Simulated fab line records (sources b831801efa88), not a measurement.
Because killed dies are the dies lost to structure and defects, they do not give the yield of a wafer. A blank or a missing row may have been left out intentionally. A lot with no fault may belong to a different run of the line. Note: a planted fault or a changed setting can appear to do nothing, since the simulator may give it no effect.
2 desks looking at one fault | flow sky130 | every desk sees just its own numbers, and what lay behind them comes last

## DESK OF THE TOOL OWNER: pvd-sputter-02
The tool's own readings at SKY_LI_CONTACT_SPUTTER_19 (material Ti, target thk 20 nm, time 106.37 s): means of the sampled wafers that have a number, for each lot that ran on this tool. Any lot whose mean is over 4 standard deviations away from the usual mean is out of limits and marked OUT; that distance is given in the brackets.
Columns: A = throttle-valve-pct at SKY_LI_CONTACT_SPUTTER_19, usual 29.8 %
lot  | first seen here | A
L632 | day 31 15:02    | 29.5
L635 | day 31 20:37    | 29.5
L647 | day 35 13:16    | 30.4
L649 | day 35 23:28    | 30.3
L650 | day 36 11:49    | 29.5
This desk's verdict: no lot among the 5 shows anything out of limits.

## FROM THE METROLOGY DESK
What the gauges read for every lot (on any tool): the sampled wafers with a number, averaged. Any lot whose mean is over 4 standard deviations away from the usual mean is out of limits and marked OUT; that distance is given in the brackets.
Columns: A = cd-nm at SKY_LI_CONTACT_CD_MEAS_12, usual 170.5 nm; B = LI_CONTACT_OVL at SKY_LI_CONTACT_OVL_MEAS_13, usual 1 nm
lot  | first seen here | A     | B
L632 | day 31 14:24    | 171.7 | 2
L635 | day 31 20:02    | 170.9 | -2
L637 | day 32 16:23    | 172.1 | -1
L647 | day 35 12:43    | 169.1 | 3
L649 | day 35 22:54    | 173.5 | 7
L650 | day 36 11:14    | 170.5 | 0
This desk's verdict: no lot among the 6 shows anything out of limits.

## TAKEN TOGETHER
Nothing out of limits was seen by the tool owner's desk.
Nothing out of limits was seen by the metrology desk.

## WHAT WAS PUT IN BY THE SIMULATOR
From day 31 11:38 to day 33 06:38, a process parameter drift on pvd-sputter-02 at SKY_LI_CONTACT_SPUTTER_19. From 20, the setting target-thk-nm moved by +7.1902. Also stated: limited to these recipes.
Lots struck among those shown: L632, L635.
